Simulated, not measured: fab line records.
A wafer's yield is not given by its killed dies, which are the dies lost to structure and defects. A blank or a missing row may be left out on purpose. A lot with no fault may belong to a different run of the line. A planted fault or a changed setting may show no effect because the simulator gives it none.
2 desks looking at one fault -- flow sky130 -- what lay behind the numbers comes last; until then each desk has only its own

== FROM THE METROLOGY DESK ==
Lot by lot, what the gauges showed, no matter which tool ran the lot: averages of those sampled wafers that carry a number. The brackets show how far a lot's mean lies from the usual mean; more than 4 standard deviations puts the lot out of limits, marked OUT.
Columns: A = VIA3_W_RS at SKY_VIA3_RS_MEAS_22, usual 0.2916 ohm/sq; B = VIA3_W_THK at SKY_VIA3_THK_MEAS_23, usual 378 nm
lot,first seen here,A,B
L405,day 41 03:10,0.2929,373
L415,day 43 20:44,0.2940,371
L408,day 43 20:55,0.2927,379
L411,day 43 23:03,0.2888,383
L418,day 44 05:11,0.2918,378
L421,day 45 01:41,0.2899,377
This desk found nothing out of limits on any of the 6 lots.

== TOOL OWNER'S DESK, pvd sputter-02 ==
At SKY_METAL4_SPUTTER_01 (material TiN, target thk 20 nm, time 16.7 s) the tool's own readings: per lot run on this tool, the mean of the sampled wafers that have a number. The brackets show how far a lot's mean lies from the usual mean; more than 4 standard deviations puts the lot out of limits, marked OUT.
Columns: A = throttle valve pct at SKY_METAL4_SPUTTER_01, usual 29.8 %
lot,first seen here,A
L405,day 41 03:37,28.9
L408,day 43 21:25,29.4
L411,day 43 23:39,29.8
This desk found nothing out of limits on any of the 3 lots.

== TAKEN TOGETHER ==
Nothing out of limits was seen by the metrology desk.
The tool owner's desk saw nothing out of limits.

== WHAT THE SIMULATOR PUT IN ==
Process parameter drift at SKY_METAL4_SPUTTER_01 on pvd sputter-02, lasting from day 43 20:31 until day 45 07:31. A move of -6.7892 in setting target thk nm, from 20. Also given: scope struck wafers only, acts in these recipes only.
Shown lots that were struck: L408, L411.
